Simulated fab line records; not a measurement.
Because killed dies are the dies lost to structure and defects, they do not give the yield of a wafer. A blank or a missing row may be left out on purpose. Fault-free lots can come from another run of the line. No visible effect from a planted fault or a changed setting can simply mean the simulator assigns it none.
fab line records	flow sky130
record: lots: 5	wafers: 27
route steps=708 shown SONOS_ONO@183 POLY_GATE@226 POLY_CUT@314 LI_CONTACT@381 METAL1@434 VIA1@472 METAL2@484
start-h: hours from the record's opening day to when the first of the lot's shown wafers began	wait-h: how many hours have passed since the lot's step before this one	" as in the row above	L1.1+2: a single row standing in for several wafers	- value missing, or start not given	* or withheld: withheld	< > ~ a bound
route shown NAME@n: a module of which the file shows steps, and the number in the route of the first	usual: mean and standard deviation over wafers with no fault	same: alike in all rows	chamber/n: place in a boat	sites: each site's reading	_std_site: how widely they spread, as a standard deviation	_edge_site: outer sites' mean less inner sites'	radius-mm: how far each site lies from the wafer's centre	mask NAME#n: copy n	behind: the last tool/chamber to shape the wafer	hold: the reason the lot was held/the length of the hold in hours/how it ended	device: the transistor (n, p or np) that didn't switch	end of line: the same wafers' tests at the end of the route	a step without rows: its recipe alone	killed: dies lost to structure and defects at the first sort, not the wafer's yield	map: a wafer's dies, x killed, . not, _ none there
set.NAME: the run value of the setting; set.NAME@STEP: its run value at that earlier step	model.NAME: the simulator's own value behind a step, which no gauge read
one table per step and one row per wafer, for lots whose settings were changed on purpose
== steps ==
step: SKY_SONOS_ONO_ETCH_15
recipe: target-depth-nm: 19.52	chemistry: CHF3/O2	source-w: 600	bias-w: 200	pressure-mtorr: 40	chf3-flow-sccm: 50	O2_flow_sccm: 5	time-s: 7.8
lot.wafer	tool	chamber	start-h	wait-h	set.time-s	model.SONOS_ONO.feature-depth-nm	model.SiO2_of_NWELL_OXIDATION_01.thk-nm
L075.1	rie-diel-03	0	278.63	0.0	7.8	19.09	5.994
L075.2	"	2	"	"	6.426	16.13	6.604
L075.3	"	1	"	"	6.426	16.05	6.573
L075.4	"	3	"	"	6.426	15.78	6.605
L075.5	"	1	"	"	7.8	19.27	6.13
L075.6	"	2	"	"	7.8	19.53	5.817
L076.1	rie-diel-01	3	288.42	0.0	7.8	19.45	5.597
L076.4	"	0	"	"	7.8	19.11	5.682
L076.5	"	0	"	"	7.8	19.16	5.492
L079.1	rie-diel-03	2	324.87	0.0	7.8	19.8	5.619
L079.2	"	3	"	"	4.551	11.14	6.999
L079.3	"	1	"	"	4.551	11.34	6.995
L079.4	"	1	"	"	7.8	19.25	5.738
L079.5	"	3	"	"	4.551	11.2	6.984
L079.6	"	2	"	"	7.8	19.71	5.528
L081.1	rie-diel-02	1	332.57	0.0	5.554	14.23	6.576
L081.2	"	0	"	"	5.554	13.62	6.563
L081.3	"	2	"	"	5.554	14.44	6.462
L081.4	"	3	"	"	7.8	19.42	5.432
L081.5	"	1	"	"	7.8	20.02	5.466
L081.6	"	0	"	"	7.8	18.93	5.842
L083.1	rie-diel-01	2	353.74	0.0	7.8	19.82	5.409
L083.2	"	0	"	"	7.8	19.1	5.581
L083.3	"	3	"	"	7.8	19.45	5.524
L083.4	"	3	"	"	7.8	19.31	5.675
L083.5	"	2	"	"	7.8	19.92	5.445
L083.6	"	0	"	"	7.8	19.18	5.569
step: SKY_POLY_GATE_DEVELOP_12
recipe: develop-time-s: 60	resist: KrF-thick	dev-temp-c: 21
lot.wafer	tool	chamber	start-h	wait-h	set.develop-time-s
L075.1+2+3+4+5+6	litho-track-01	0	-	-	60
L076.1+4+5	litho-track-01	0	-	-	60
L079.1+2+5	litho-track-01	0	-	-	32.48
L079.3+4+6	"	0	"	"	60
L081.1+4+5	litho-track-04	0	-	-	60
L081.2+3+6	"	0	"	"	91.94
L083.1+2+3+4+5+6	litho-track-01	0	-	-	60
step: SKY_POLY_GATE_CD_MEAS_13
recipe: target-cd-nm: 150
usual: cd-nm: 150.6/1.3
lot.wafer	tool	chamber	start-h	wait-h	set.develop-time-s@POLY_GATE_DEVELOP_12	cd-nm
L075.1	cd-sem-02	-	368.77	-	60	153.9
L075.2	"	-	"	"	60	151.2
L075.3	"	-	"	"	60	151.7
L075.4	"	-	"	"	60	152.1
L075.5	"	-	"	"	60	151.6
L075.6	"	-	"	"	60	151.2
L076.1	cd-sem-02	-	382.02	-	60	150.7
L076.4	"	-	"	"	60	149.7
L076.5	"	-	"	"	60	148.9
L079.1	cd-sem-01	-	416.62	-	32.48	160.9
L079.2	"	-	"	"	32.48	162.8
L079.3	"	-	"	"	60	151.3
L079.4	"	-	"	"	60	152.0
L079.5	"	-	"	"	32.48	161.1
L079.6	"	-	"	"	60	150.7
L081.1	cd-sem-01	-	426.28	-	60	149.6
L081.2	"	-	"	"	91.94	144.2
L081.3	"	-	"	"	91.94	143.2
L081.4	"	-	"	"	60	150.6
L081.5	"	-	"	"	60	150.0
L081.6	"	-	"	"	91.94	144.5
L083.1	cd-sem-01	-	450.57	-	60	150.3
L083.2	"	-	"	"	60	149.8
L083.3	"	-	"	"	60	151.5
L083.4	"	-	"	"	60	149.7
L083.5	"	-	"	"	60	150.0
L083.6	"	-	"	"	60	151.1
step: SKY_POLY_GATE_ETCH_15
recipe: chemistry: N2/H2	target: BARC	ion-energy-ev: 200	source-w: 500	bias-w: 100	pressure-mtorr: 30	n2-flow-sccm: 100	h2-flow-sccm: 200	stop-on: SiO2	time-s: 118.5	target-depth-a: 1100
lot.wafer	tool	chamber	start-h	wait-h	set.develop-time-s@POLY_GATE_DEVELOP_12	model.POLY_GATE.cd-nm
L075.1	rie-diel-04	0	368.92	0.0	60	153.9
L075.2	"	2	"	"	60	148.3
L075.3	"	1	"	"	60	150.3
L075.4	"	3	"	"	60	152.5
L075.5	"	3	"	"	60	151.1
L075.6	"	2	"	"	60	150.6
L076.1	rie-diel-02	1	382.17	0.0	60	153.3
L076.4	"	0	"	"	60	148.4
L076.5	"	1	"	"	60	151.4
L079.1	rie-diel-04	1	416.77	0.0	32.48	161.6
L079.2	"	2	"	"	32.48	161.9
L079.3	"	0	"	"	60	149.7
L079.4	"	3	"	"	60	152.4
L079.5	"	3	"	"	32.48	161.7
L079.6	"	2	"	"	60	147.4
L081.1	rie-diel-04	0	426.44	0.0	60	150.2
L081.2	"	2	"	"	91.94	142.5
L081.3	"	1	"	"	91.94	144.8
L081.4	"	3	"	"	60	151.1
L081.5	"	1	"	"	60	151.7
L081.6	"	2	"	"	91.94	143.1
L083.1	rie-diel-01	3	450.72	0.0	60	150.6
L083.2	"	1	"	"	60	148.8
L083.3	"	0	"	"	60	152.7
L083.4	"	2	"	"	60	148.3
L083.5	"	2	"	"	60	149.6
L083.6	"	1	"	"	60	149.9
step: SKY_POLY_CUT_DEVELOP_07
recipe: develop-time-s: 60	resist: KrF-thick	dev-temp-c: 21
lot.wafer	tool	chamber	start-h	wait-h	set.develop-time-s
L075.1+2+3+4+5+6	litho-track-04	0	-	-	60
L076.1+4+5	litho-track-04	0	-	-	60
L079.1+3+4	litho-track-03	0	-	-	60
L079.2+5+6	"	0	"	"	36.54
L081.1+3+6	litho-track-02	0	-	-	47.79
L081.2+4+5	"	0	"	"	60
L083.1+2+3+4+5+6	litho-track-02	0	-	-	60
step: SKY_POLY_CUT_CD_MEAS_08
recipe: target-cd-nm: 270
usual: cd-nm: 269.3/1.1
lot.wafer	tool	chamber	start-h	wait-h	set.develop-time-s@POLY_CUT_DEVELOP_07	cd-nm
L075.1	cd-sem-02	-	553.78	-	60	268.4
L075.2	"	-	"	"	60	268.1
L075.3	"	-	"	"	60	268.8
L075.4	"	-	"	"	60	269.0
L075.5	"	-	"	"	60	269.0
L075.6	"	-	"	"	60	267.9
L076.1	cd-sem-01	-	567.28	-	60	269.7
L076.4	"	-	"	"	60	270.8
L076.5	"	-	"	"	60	270.1
L079.1	cd-sem-01	-	604.09	-	60	269.7
L079.2	"	-	"	"	36.54	260.8
L079.3	"	-	"	"	60	270.5
L079.4	"	-	"	"	60	270.6
L079.5	"	-	"	"	36.54	260.9
L079.6	"	-	"	"	36.54	261.4
L081.1	cd-sem-02	-	611.42	-	47.79	265.8
L081.2	"	-	"	"	60	269.2
L081.3	"	-	"	"	47.79	264.8
L081.4	"	-	"	"	60	270.3
L081.5	"	-	"	"	60	270.7
L081.6	"	-	"	"	47.79	265.1
L083.1	cd-sem-02	-	635.11	-	60	269.9
L083.2	"	-	"	"	60	268.9
L083.3	"	-	"	"	60	268.4
L083.4	"	-	"	"	60	268.5
L083.5	"	-	"	"	60	269.9
L083.6	"	-	"	"	60	269.0
step: SKY_POLY_CUT_ETCH_10
recipe: chemistry: N2/H2	target: BARC	ion-energy-ev: 200	source-w: 500	bias-w: 100	pressure-mtorr: 30	n2-flow-sccm: 100	h2-flow-sccm: 200	stop-on: SiO2	time-s: 45.9	target-depth-a: 600
lot.wafer	tool	chamber	start-h	wait-h	set.develop-time-s@POLY_CUT_DEVELOP_07	model.POLY_CUT.cd-nm
L075.1	rie-diel-02	1	553.94	0.0	60	268.1
L075.2	"	2	"	"	60	268.3
L075.3	"	0	"	"	60	270.4
L075.4	"	3	"	"	60	269.2
L075.5	"	3	"	"	60	268.9
L075.6	"	2	"	"	60	268.4
L076.1	rie-diel-03	1	567.44	0.0	60	269
L076.4	"	3	"	"	60	270.6
L076.5	"	3	"	"	60	269.5
L079.1	rie-diel-04	0	604.25	0.0	60	270.1
L079.2	"	1	"	"	36.54	261.4
L079.3	"	3	"	"	60	271.7
L079.4	"	2	"	"	60	271.5
L079.5	"	2	"	"	36.54	261.6
L079.6	"	1	"	"	36.54	262.2
L081.1	rie-diel-04	0	611.57	0.0	47.79	265.8
L081.2	"	1	"	"	60	269.1
L081.3	"	3	"	"	47.79	265.9
L081.4	"	2	"	"	60	270.6
L081.5	"	2	"	"	60	270.9
L081.6	"	3	"	"	47.79	265.4
L083.1+5	rie-diel-03	2	635.27	0.0	60	270.4
L083.2	"	0	"	"	60	268.7
L083.3+4	"	3,1	"	"	60	267.8
L083.6	"	1	"	"	60	268.9
step: SKY_POLY_CUT_ETCH_11
recipe: target: Si3N4	chemistry: CF4/CH2F2/Ar	stop-on: poly-Si	source-w: 600	bias-w: 150	pressure-mtorr: 40	cf4-flow-sccm: 40	ch2f2-flow-sccm: 20	Ar_flow_sccm: 150	time-s: 42.5	target-depth-a: 600
lot.wafer	tool	chamber	start-h	wait-h	set.develop-time-s@POLY_CUT_DEVELOP_07	model.POLY_CUT.cd-nm
L075.1	rie-diel-02	1	553.98	0.0	60	268.1
L075.2	"	2	"	"	60	268.2
L075.3	"	0	"	"	60	270.3
L075.4	"	3	"	"	60	269.2
L075.5	"	3	"	"	60	268.9
L075.6	"	2	"	"	60	268.4
L076.1	rie-diel-03	1	567.48	0.0	60	269.1
L076.4	"	3	"	"	60	270.6
L076.5	"	3	"	"	60	269.5
L079.1	rie-diel-04	0	604.29	0.0	60	270.1
L079.2	"	1	"	"	36.54	261.5
L079.3	"	3	"	"	60	271.8
L079.4	"	2	"	"	60	271.5
L079.5	"	2	"	"	36.54	261.6
L079.6	"	1	"	"	36.54	262.2
L081.1	rie-diel-04	0	611.61	0.0	47.79	265.7
L081.2	"	1	"	"	60	269
L081.3	"	3	"	"	47.79	265.9
L081.4	"	2	"	"	60	270.4
L081.5	"	2	"	"	60	270.9
L081.6	"	3	"	"	47.79	265.4
L083.1+5	rie-diel-03	2	635.31	0.0	60	270.4
L083.2	"	0	"	"	60	268.7
L083.3	"	3	"	"	60	267.9
L083.4	"	1	"	"	60	267.8
L083.6	"	1	"	"	60	268.9
step: SKY_LI_CONTACT_SPUTTER_19
recipe: material: Ti	target-thk-nm: 20	chamber-pressure-pa: 5	power-w: 2500	substrate-temp-c: 200	time-s: 106.37
lot.wafer	tool	chamber	start-h	wait-h	set.time-s	model.Ti_of_LI_CONTACT_SPUTTER_19.thk-nm
L075.1	pvd-sputter-02	-	673.86	0.0	106.37	20.02
L075.2	"	-	"	"	106.37	19.98
L075.3	"	-	"	"	106.37	19.84
L075.4	"	-	"	"	106.37	20.16
L075.5	"	-	"	"	106.37	19.99
L075.6	"	-	"	"	106.37	19.94
L076.1	pvd-sputter-02	-	686.66	0.0	106.37	20.21
L076.4	"	-	"	"	106.37	19.99
L076.5	"	-	"	"	106.37	19.97
L079.1	pvd-sputter-04	-	722.73	0.0	106.37	20.01
L079.2	"	-	"	"	137.9	26.44
L079.3	"	-	"	"	137.9	26.07
L079.4	"	-	"	"	137.9	26.25
L079.5	"	-	"	"	106.37	20.46
L079.6	"	-	"	"	106.37	20.65
L081.1	pvd-sputter-01	-	729.41	0.0	129.6	24.82
L081.2+6	"	-	"	"	106.37	20.27
L081.3	"	-	"	"	129.6	24.71
L081.4	"	-	"	"	106.37	20.21
L081.5	"	-	"	"	129.6	24.5
L083.1	pvd-sputter-04	-	752.11	0.0	106.37	19.7
L083.2	"	-	"	"	106.37	19.92
L083.3	"	-	"	"	106.37	20.12
L083.4	"	-	"	"	106.37	20.01
L083.5	"	-	"	"	106.37	20.08
L083.6	"	-	"	"	106.37	19.83
step: SKY_METAL1_SPUTTER_00
recipe: material: Ti	target-thk-nm: 15	power-w: 3000	time-s: 10	chamber-pressure-pa: 0.4
lot.wafer	tool	chamber	start-h	wait-h	set.time-s	model.Ti_of_METAL1_SPUTTER_00.thk-nm
L075.1	pvd-sputter-04	-	734.11	0.2	10	14.7
L075.2	"	-	"	"	10	14.53
L075.3	"	-	"	"	10	14.47
L075.4	"	-	"	"	10	14.9
L075.5	"	-	"	"	10	14.4
L075.6	"	-	"	"	10	14.75
L076.1	pvd-sputter-03	-	747.12	0.2	10	15.1
L076.4	"	-	"	"	10	15.21
L076.5	"	-	"	"	10	15.29
L079.1	pvd-sputter-02	-	781.68	0.2	7.233	10.52
L079.2	"	-	"	"	7.233	10.8
L079.3	"	-	"	"	7.233	10.53
L079.4	"	-	"	"	10	14.68
L079.5	"	-	"	"	10	14.79
L079.6	"	-	"	"	10	15.05
L081.1+2	pvd-sputter-04	-	787.95	0.2	14.76	22
L081.3	"	-	"	"	14.76	21.97
L081.4	"	-	"	"	10	14.93
L081.5	"	-	"	"	10	14.88
L081.6	"	-	"	"	10	14.77
L083.1+3	pvd-sputter-02	-	810.39	0.1	10	14.9
L083.2	"	-	"	"	5.662	8.388
L083.4	"	-	"	"	5.662	8.662
L083.5	"	-	"	"	5.662	8.777
L083.6	"	-	"	"	10	14.96
step: SKY_VIA1_ETCH_14
recipe: chemistry: N2/H2	target: BARC	ion-energy-ev: 200	source-w: 500	bias-w: 100	pressure-mtorr: 30	n2-flow-sccm: 100	h2-flow-sccm: 200	stop-on: SiO2	time-s: 45.9	target-depth-a: 600
usual: oes-product-au: 0.855/0.0053
lot.wafer	tool	chamber	start-h	wait-h	set.time-s	oes-product-au	model.KrF-thick_of_VIA1_COAT_07.thk-nm
L075.1	rie-diel-01	0	789.59	0.0	66.06	0.789	380.2
L075.2	"	3	"	"	45.9	0.849	396.8
L075.3	"	2	"	"	66.06	0.804	379.9
L075.4	"	1	"	"	45.9	0.849	397.6
L075.5	"	3	"	"	66.06	0.780	378.8
L075.6	"	2	"	"	45.9	0.854	398.6
L076.1	rie-diel-01	0	803.30	0.0	45.9	0.842	398.9
L076.4	"	2	"	"	45.9	0.860	397.9
L076.5	"	2	"	"	45.9	0.858	398.1
L079.1	rie-diel-03	0	836.92	0.0	45.9	0.857	402.3
L079.2	"	1	"	"	65.81	0.806	382.5
L079.3	"	2	"	"	45.9	0.864	400.1
L079.4	"	3	"	"	65.81	0.795	382.4
L079.5	"	2	"	"	45.9	0.857	398.4
L079.6	"	1	"	"	65.81	0.795	383.2
L081.1	rie-diel-04	1	842.69	0.0	45.9	0.852	395.6
L081.2	"	3	"	"	35.3	0.995	405.2
L081.3	"	0	"	"	35.3	0.995	405.4
L081.4	"	3	"	"	45.9	0.857	395.1
L081.5	"	0	"	"	35.3	0.997	407.1
L081.6	"	1	"	"	45.9	0.852	394.2
L083.1	rie-diel-03	2	866.09	0.0	29.07	1.017	414.5
L083.2	"	1	"	"	45.9	0.864	399.8
L083.3	"	3	"	"	45.9	0.857	398.3
L083.4	"	1	"	"	29.07	0.994	416.8
L083.5	"	2	"	"	29.07	1.019	413.9
L083.6	"	3	"	"	45.9	0.858	398.8
step: SKY_VIA1_ETCH_15
recipe: target: SiO2	chemistry: C4F8/O2/Ar	target-depth-nm: 351	stop-on: TiN	mask-material: KrF-thick	source-w: 1500	bias-w: 1200	pressure-mtorr: 40	c4f8-flow-sccm: withheld	O2_flow_sccm: 6	Ar_flow_sccm: 300	time-s: 54
usual: oes-product-au: 0.979/0.0062
lot.wafer	tool	chamber	start-h	wait-h	set.time-s@VIA1_ETCH_14	oes-product-au	model.KrF-thick_of_VIA1_COAT_07.thk-nm
L075.1	rie-diel-01	0	789.63	0.0	66.06	0.984	311.2
L075.2	"	3	"	"	45.9	0.976	326.9
L075.3	"	2	"	"	66.06	0.975	309.6
L075.4	"	1	"	"	45.9	0.971	327.6
L075.5	"	3	"	"	66.06	0.973	308.6
L075.6	"	2	"	"	45.9	0.973	329.7
L076.1	rie-diel-01	0	803.34	0.0	45.9	0.978	329.6
L076.4	"	2	"	"	45.9	0.984	327.7
L076.5	"	2	"	"	45.9	0.983	328.2
L079.1	rie-diel-03	0	836.96	0.0	45.9	0.976	334.7
L079.2	"	1	"	"	65.81	0.971	314.3
L079.3	"	2	"	"	45.9	0.984	329.7
L079.4	"	3	"	"	65.81	0.980	313.3
L079.5	"	2	"	"	45.9	0.976	328.1
L079.6	"	1	"	"	65.81	0.976	314.5
L081.1	rie-diel-04	1	842.73	0.0	45.9	0.976	326.6
L081.2	"	3	"	"	35.3	0.759	335.2
L081.3	"	0	"	"	35.3	0.727	335.6
L081.4	"	3	"	"	45.9	0.980	325.7
L081.5	"	0	"	"	35.3	0.726	337.3
L081.6	"	1	"	"	45.9	0.978	326.1
L083.1	rie-diel-03	2	866.13	0.0	29.07	0.378	343.5
L083.2	"	1	"	"	45.9	0.974	330.7
L083.3	"	3	"	"	45.9	0.982	328.4
L083.4	"	1	"	"	29.07	0.372	347.7
L083.5	"	2	"	"	29.07	0.379	342.3
L083.6	"	3	"	"	45.9	0.966	327.9
step: SKY_VIA1_STRIP_16
recipe: chemistry: O2/N2	power-w: 1400	pressure-mtorr: 1500	platen-temp-c: withheld	o2-flow-sccm: 3000	n2-flow-sccm: 300	overash-fraction: 0.5
usual: strip-time-to-endpoint-s: 4.519/0.022
lot.wafer	tool	chamber	start-h	wait-h	set.time-s@VIA1_ETCH_14	strip-time-to-endpoint-s
L075.1	plasma-asher-01	1	789.68	0.0	66.06	4.339
L075.2	"	0	"	"	45.9	4.512
L075.3	"	1	"	"	66.06	4.312
L075.4	"	0	"	"	45.9	4.503
L075.5	"	1	"	"	66.06	4.320
L075.6	"	0	"	"	45.9	4.540
L076.1	plasma-asher-03	1	803.39	0.0	45.9	4.512
L076.4	"	0	"	"	45.9	4.517
L076.5	"	0	"	"	45.9	4.511
L079.1	plasma-asher-02	1	837.01	0.0	45.9	4.579
L079.2	"	0	"	"	65.81	4.364
L079.3	"	1	"	"	45.9	4.534
L079.4	"	0	"	"	65.81	4.352
L079.5	"	0	"	"	45.9	4.521
L079.6	"	1	"	"	65.81	4.368
L081.1	plasma-asher-01	0	842.78	0.0	45.9	4.508
L081.2	"	1	"	"	35.3	4.583
L081.3	"	0	"	"	35.3	4.592
L081.4	"	1	"	"	45.9	4.501
L081.5	"	0	"	"	35.3	4.623
L081.6	"	1	"	"	45.9	4.495
L083.1	plasma-asher-03	1	866.18	0.0	29.07	4.686
L083.2	"	0	"	"	45.9	4.558
L083.3	"	1	"	"	45.9	4.503
L083.4	"	0	"	"	29.07	4.719
L083.5	"	0	"	"	29.07	4.655
L083.6	"	1	"	"	45.9	4.527
step: SKY_METAL2_SPUTTER_01
recipe: material: TiN	target-thk-nm: 20	power-w: 6500	time-s: 16.7	chamber-pressure-pa: 0.4
lot.wafer	tool	chamber	start-h	wait-h	set.time-s	model.TiN_of_METAL2_SPUTTER_01.thk-nm
L075.1	pvd-sputter-03	-	790.92	0.0	24.29	28.99
L075.2	"	-	"	"	24.29	28.83
L075.3	"	-	"	"	16.7	19.66
L075.4	"	-	"	"	16.7	20.11
L075.5	"	-	"	"	16.7	20.08
L075.6	"	-	"	"	24.29	28.8
L076.1	pvd-sputter-03	-	804.71	0.0	16.7	19.55
L076.4	"	-	"	"	16.7	19.5
L076.5	"	-	"	"	16.7	19.51
L079.1	pvd-sputter-03	-	838.26	0.0	16.7	20.03
L079.2	"	-	"	"	16.7	20.01
L079.3	"	-	"	"	22.53	26.91
L079.4	"	-	"	"	22.53	26.89
L079.5	"	-	"	"	22.53	26.96
L079.6	"	-	"	"	16.7	19.99
L081.1	pvd-sputter-04	-	844.06	0.0	9.947	12.25
L081.2	"	-	"	"	16.7	20.06
L081.3	"	-	"	"	16.7	20.33
L081.4	"	-	"	"	9.947	12.14
L081.5	"	-	"	"	9.947	12.01
L081.6	"	-	"	"	16.7	20.28
L083.1	pvd-sputter-03	-	867.51	0.0	14.07	16.72
L083.2	"	-	"	"	14.07	16.89
L083.3	"	-	"	"	16.7	19.82
L083.4	"	-	"	"	16.7	20.13
L083.5	"	-	"	"	14.07	16.92
L083.6	"	-	"	"	16.7	20.05
== key ==
split: step: SKY_SONOS_ONO_ETCH_15	setting: time-s	stated: 7.8	by: wafer
response: step: SKY_SONOS_ONO_ETCH_15	reading: model.SONOS_ONO.feature-depth-nm	change: +0.195	per: 1%	r: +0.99
response: step: SKY_SONOS_ONO_ETCH_15	reading: model.SiO2_of_NWELL_OXIDATION_01.thk-nm	change: -0.0331	per: 1%	r: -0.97
split: step: SKY_POLY_GATE_DEVELOP_12	setting: develop-time-s	stated: 60	by: wafer
response: step: SKY_POLY_GATE_CD_MEAS_13	reading: cd-nm	change: -0.161	per: 1%	r: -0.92
response: step: SKY_POLY_GATE_ETCH_15	reading: model.POLY_GATE.cd-nm	change: -0.192	per: 1%	r: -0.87
split: step: SKY_POLY_CUT_DEVELOP_07	setting: develop-time-s	stated: 60	by: wafer
response: step: SKY_POLY_CUT_CD_MEAS_08	reading: cd-nm	change: +0.236	per: 1%	r: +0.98
response: step: SKY_POLY_CUT_ETCH_10	reading: model.POLY_CUT.cd-nm	change: +0.236	per: 1%	r: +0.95
response: step: SKY_POLY_CUT_ETCH_11	reading: model.POLY_CUT.cd-nm	change: +0.235	per: 1%	r: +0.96
split: step: SKY_LI_CONTACT_SPUTTER_19	setting: time-s	stated: 106.37	by: wafer
response: step: SKY_LI_CONTACT_SPUTTER_19	reading: model.Ti_of_LI_CONTACT_SPUTTER_19.thk-nm	change: +0.2	per: 1%	r: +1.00
split: step: SKY_METAL1_SPUTTER_00	setting: time-s	stated: 10	by: wafer
response: step: SKY_METAL1_SPUTTER_00	reading: model.Ti_of_METAL1_SPUTTER_00.thk-nm	change: +0.149	per: 1%	r: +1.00
split: step: SKY_VIA1_ETCH_14	setting: time-s	stated: 45.9	by: wafer
response: step: SKY_VIA1_ETCH_14	reading: oes-product-au	shape: bent	at-lowest: 1.010	at-stated: 0.855	at-highest: 0.791
response: step: SKY_VIA1_ETCH_14	reading: model.KrF-thick_of_VIA1_COAT_07.thk-nm	change: -0.421	per: 1%	r: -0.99
response: step: SKY_VIA1_ETCH_15	reading: oes-product-au	shape: bent	at-lowest: 0.377	at-stated: 0.977	at-highest: 0.977
response: step: SKY_VIA1_ETCH_15	reading: model.KrF-thick_of_VIA1_COAT_07.thk-nm	change: -0.409	per: 1%	r: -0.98
response: step: SKY_VIA1_STRIP_16	reading: strip-time-to-endpoint-s	change: *	per: 1%	r: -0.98
split: step: SKY_METAL2_SPUTTER_01	setting: time-s	stated: 16.7	by: wafer
response: step: SKY_METAL2_SPUTTER_01	reading: model.TiN_of_METAL2_SPUTTER_01.thk-nm	change: +0.198	per: 1%	r: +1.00
